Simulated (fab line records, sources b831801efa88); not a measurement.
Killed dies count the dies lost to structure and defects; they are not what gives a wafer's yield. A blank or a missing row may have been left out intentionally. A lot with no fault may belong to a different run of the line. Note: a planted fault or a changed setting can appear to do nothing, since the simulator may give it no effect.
The tool behind it: which one? | flow sfqLine | at 1 step of a route of 325, 14 lots with 42 wafers sampled

WHAT EACH GAUGE READ, for each wafer
No reading from a measuring or inspecting step in the record can be judged against a usual standard deviation.

EACH LOT AND THE TOOL THAT RAN IT (in order: tool; ch and the chambers of the sampled wafers; start)
lot  | SFQ_TRILAYER_I7_VIA_ETCH_VIA_ETCH_190
L924 | rieDiel-04 ch 0,1,2, day 72 07:11
L925 | rieDiel-02 ch 0,2,3, day 72 08:23
L928 | rieDiel-02 ch 1,2, day 72 17:51
L929 | rieDiel-02 ch 0,1, day 72 20:15
L930 | rieDiel-01 ch 0,1,2, day 72 21:27
L931 | rieDiel-04 ch 0,1,2, day 73 01:03
L934 | rieDiel-02 ch 0,2, day 79 23:54
L936 | rieDiel-01 ch 0,1,2, day 80 02:18
L937 | rieDiel-02 ch 0,1,2, day 80 03:30
L941 | rieDiel-01 ch 0,3, day 80 23:31
L944 | rieDiel-04 ch 0,2,3, day 82 08:19
L945 | rieDiel-04 ch 0,1,2, day 82 16:52
L946 | rieDiel-02 ch 0,1, day 82 23:19
L947 | rieDiel-01 ch 0,3, day 88 04:16
- SFQ_TRILAYER_I7_VIA_ETCH_VIA_ETCH_190: etches SiO2 in CHF3, stops on Nb, target depth 260 nm.

AS READ BY THE TOOLS THEMSELVES (means over the sampled wafers that have a number; for cases with no such wafer, the mark the record gives instead)
SFQ_TRILAYER_I7_VIA_ETCH_VIA_ETCH_190. Usual: biasW 80.01 W, standard deviation 0.21; drypumpMotorCurrentA 5.8 A, standard deviation 0.42; oesProductAu 0.854 a.u., standard deviation 0.005.
lot  | tool       | biasW (W) | drypumpMotorCurrentA (A) | oesProductAu (a.u.) | flag
L924 | rieDiel-04 | 80.08     | 6.1                      | 0.856               | 
L925 | rieDiel-02 | 79.93     | 5.7                      | 0.860               | 
L928 | rieDiel-02 | 79.96     | 6.0                      | 0.853               | 
L929 | rieDiel-02 | 79.90     | 5.7                      | 0.853               | 
L930 | rieDiel-01 | 79.94     | 5.7                      | 0.848               | 
L931 | rieDiel-04 | 79.89     | 6.0                      | 0.856               | 
L934 | rieDiel-02 | 79.89     | 6.1                      | 0.852               | 
L936 | rieDiel-01 | 80.05     | 5.7                      | 0.854               | 
L937 | rieDiel-02 | 79.91     | 5.9                      | 0.852               | 
L941 | rieDiel-01 | 80.02     | 5.5                      | 0.858               | 
L944 | rieDiel-04 | 85.00     | 5.9                      | 0.855               | OFF
L945 | rieDiel-04 | 85.16     | 6.1                      | 0.852               | OFF
L946 | rieDiel-02 | 79.84     | 5.7                      | 0.853               | 
L947 | rieDiel-01 | 80.04     | 5.5                      | 0.852               | 

THE ANSWER, worked out from the rows above alone
Rule: lot off if the mean of its wafers having a number is beyond 3 standard deviations from the usual mean. Also off: a lot with no number at a reading for which 4 or more lots have one. Where the step has rows for the other lots, those lots are counted as sound. The gauges are gone through in route order, then the tools' own readings, and for those a lot's mean is taken as printed above. The first step at which some lot is off is used, and at that step the reading that is off furthest; a lot without a number counts as furthest.
Off: L944, L945, at SFQ_TRILAYER_I7_VIA_ETCH_VIA_ETCH_190 (biasW).
A tool fits if, at that step or a process step before it, it ran every lot that is off, and no sound lot after the first of them. One fits: SFQ_TRILAYER_I7_VIA_ETCH_VIA_ETCH_190 on rieDiel-04. Its last sound lot is L931 (day 73 01:03), its first lot that is off L944 (day 82 08:19): a fault that began between those two fits.
On the lots that are off, the tool's own readings at SFQ_TRILAYER_I7_VIA_ETCH_VIA_ETCH_190 differ by more than 5 times the standard deviation of the sound lots' means, which bears it out; biasW reads 85.08 W there versus 79.95 W on the sound lots.

WHAT HAD BEEN PUT IN BY THE SIMULATOR
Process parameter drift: rieDiel-04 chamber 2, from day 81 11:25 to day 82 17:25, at SFQ_TRILAYER_I7_VIA_ETCH_VIA_ETCH_190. Setting biasW, moved by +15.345, from 80. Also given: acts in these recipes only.
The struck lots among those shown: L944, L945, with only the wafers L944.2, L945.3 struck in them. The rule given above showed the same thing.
